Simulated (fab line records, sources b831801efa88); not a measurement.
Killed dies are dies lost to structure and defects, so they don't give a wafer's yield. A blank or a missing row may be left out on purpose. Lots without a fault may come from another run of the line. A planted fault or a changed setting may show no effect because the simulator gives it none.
Which tool did it? | flow sky130 | 11 lots, 33 wafers sampled, at 4 steps of a route of 708

WHAT THE GAUGES READ, wafer by wafer
SKY_LI_CONTACT_RS_MEAS_22: measures by four-point-probe.
lot  | measured     | on            | LI_CONTACT_W_RS (ohm/sq)
L795 | day 29 01:07 | film_metro-03 | 0.287 0.289 0.291
L796 | day 29 07:47 | film_metro-04 | 0.284 0.287 0.286
L797 | day 29 16:48 | film_metro-03 | 0.288 0.281 0.288
L800 | day 31 03:40 | film_metro-03 | 0.287 0.288 0.285
L804 | day 32 06:43 | film_metro-01 | 0.287 0.313 0.312 0.287 0.313 0.312
L809 | day 34 05:46 | film_metro-03 | 0.285 0.286 0.287
L814 | day 35 15:55 | film_metro-03 | 0.287 0.284 0.289
L815 | day 35 19:04 | film_metro-04 | 0.292 0.297 0.292
L816 | day 36 10:04 | film_metro-04 | 0.292 0.286 0.290
L818 | day 37 03:32 | film_metro-04 | 0.291 0.285 0.286
L817 | day 37 03:49 | film_metro-01 | 0.288 0.285 0.287

WHICH TOOL RAN EACH LOT (tool, then ch and the chambers of the sampled wafers, then the start)
lot  | SKY_SD_P_STRIP_10                    | SKY_RES_XHIGH_STRIP_08               | SKY_LI_CONTACT_CVD_21
L795 | plasma_asher-04 ch 0,1, day 25 07:58 | plasma_asher-02 ch 0,1, day 26 13:19 | cvd_w-02 ch 0,1, day 29 00:59
L796 | plasma_asher-02 ch 1, day 25 15:02   | plasma_asher-03 ch 0,1, day 26 20:16 | cvd_w-01 ch 0, day 29 07:38
L797 | plasma_asher-04 ch 0,1, day 26 01:43 | plasma_asher-01 ch 0,1, day 27 06:22 | cvd_w-02 ch 0,1, day 29 16:39
L800 | plasma_asher-01 ch 0, day 27 10:35   | plasma_asher-02 ch 0,1, day 28 14:46 | cvd_w-02 ch 0,1, day 31 03:32
L804 | plasma_asher-01 ch 0,1, day 28 17:31 | plasma_asher-02 ch 0,1, day 29 21:31 | cvd_w-02 ch 0,1, day 32 06:35
L809 | plasma_asher-02 ch 0,1, day 30 15:53 | plasma_asher-03 ch 0,1, day 31 20:10 | cvd_w-01 ch 0,1, day 34 05:38
L814 | plasma_asher-02 ch 0,1, day 32 05:04 | plasma_asher-02 ch 0,1, day 33 08:28 | cvd_w-01 ch 0,1, day 35 15:47
L815 | plasma_asher-01 ch 0,1, day 32 07:58 | plasma_asher-01 ch 0,1, day 33 11:34 | cvd_w-02 ch 0,1, day 35 18:56
L816 | plasma_asher-04 ch 0,1, day 32 23:38 | plasma_asher-01 ch 0,1, day 34 02:52 | cvd_w-02 ch 0,1, day 36 09:56
L818 | plasma_asher-02 ch 0,1, day 33 17:51 | plasma_asher-01 ch 0,1, day 34 20:10 | cvd_w-01 ch 0,1, day 37 03:25
L817 | plasma_asher-04 ch 1, day 33 17:56   | plasma_asher-02 ch 0,1, day 34 20:37 | cvd_w-02 ch 0,1, day 37 03:41
- SKY_SD_P_STRIP_10: strips in O2/N2.
- SKY_RES_XHIGH_STRIP_08: strips in O2/N2.
- SKY_LI_CONTACT_CVD_21: deposits W, target thk 400 nm, time 120.56 s.

THE ANSWER, worked out from the rows above alone
Rule: what is usual is taken from the lots themselves. Put in order of their means at a reading, lots are off if they are a third of the lots or fewer, leave a main group of 4 or more, and stand apart from it by a gap of 3 or more times the standard deviation of the main group's means; of several such gaps the widest counts. A main group whose means are all the same, to the digits that the tables above print for the reading, isn't used. A lot without any number at a reading at which 4 lots or more have one is off too. The other lots that the step has rows for count as sound.
Off: L804, at SKY_LI_CONTACT_RS_MEAS_22 (LI_CONTACT_W_RS). The main group: mean 0.288 ohm/sq, standard deviation 0.0023.
A tool fits if, at a process step before that reading, it ran every lot that is off, and no sound lot after the first of them. The gauges at SKY_LI_CONTACT_RS_MEAS_22 are tried like those tools. None of those tried fits.

WHAT THE SIMULATOR HAD PUT IN
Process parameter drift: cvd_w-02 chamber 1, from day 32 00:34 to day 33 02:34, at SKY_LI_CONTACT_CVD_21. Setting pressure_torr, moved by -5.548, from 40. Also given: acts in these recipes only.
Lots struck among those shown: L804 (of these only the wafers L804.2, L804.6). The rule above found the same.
